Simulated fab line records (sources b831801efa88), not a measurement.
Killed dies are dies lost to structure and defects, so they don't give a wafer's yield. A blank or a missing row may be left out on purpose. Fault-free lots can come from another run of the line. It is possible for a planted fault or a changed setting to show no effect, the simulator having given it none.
Matching of chambers + flow sky130 + 4 sister chambers for SKY_CONTACT_CMP_04 on cmp-01
The step polishes SiO2. 4 wafers are shown with their chamber, then 7 later ones without.

## WAFERS PAIRED WITH THEIR CHAMBERS
| wafer  | chamber | motorCurrentA (A) |
|--------|---------|-------------------|
| L800.6 | 0       | 12.3              |
| L808.4 | 2       | 10.1              |
| L810.1 | 3       | 12.1              |
| L810.3 | 1       | 9.7               |

## WAFERS MISSING THEIR CHAMBER
| wafer  | motorCurrentA (A) |
|--------|-------------------|
| L810.4 | 10.1              |
| L811.3 | 9.1               |
| L811.4 | 11.6              |
| L811.5 | 9.3               |
| L815.2 | 12.2              |
| L815.5 | 9.8               |
| L815.6 | 10.5              |

## CHAMBER TAKEN BY EACH
| wafer  | from the rows above     | in truth |
|--------|-------------------------|----------|
| L810.4 | can't be placed: 2 or 1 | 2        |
| L811.3 | can't be placed: 1 or 2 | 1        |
| L811.4 | can't be placed: 3 or 0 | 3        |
| L811.5 | can't be placed: 1 or 2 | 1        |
| L815.2 | can't be placed: 3 or 0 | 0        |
| L815.5 | can't be placed: 1 or 2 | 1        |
| L815.6 | can't be placed: 2 or 1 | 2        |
0 of 7 placed correctly. These rows do not allow placing 7 (true chamber among the candidates in 7). 0 placed wrongly.
How it was worked out, from the rows above alone: a wafer's distance from a chamber is the root of the sum, over the readings, of the square of ((its reading less the chamber's mean) divided by the reading's scatter). The wafer belongs to the nearest chamber; if the next one is less than 2 further off, it can't be placed. For every chamber, the mean is computed from those of its wafers that are shown. The scatter: with one shown wafer a chamber, the root of the mean of the squares of how far each hidden wafer lies from its nearest shown one.
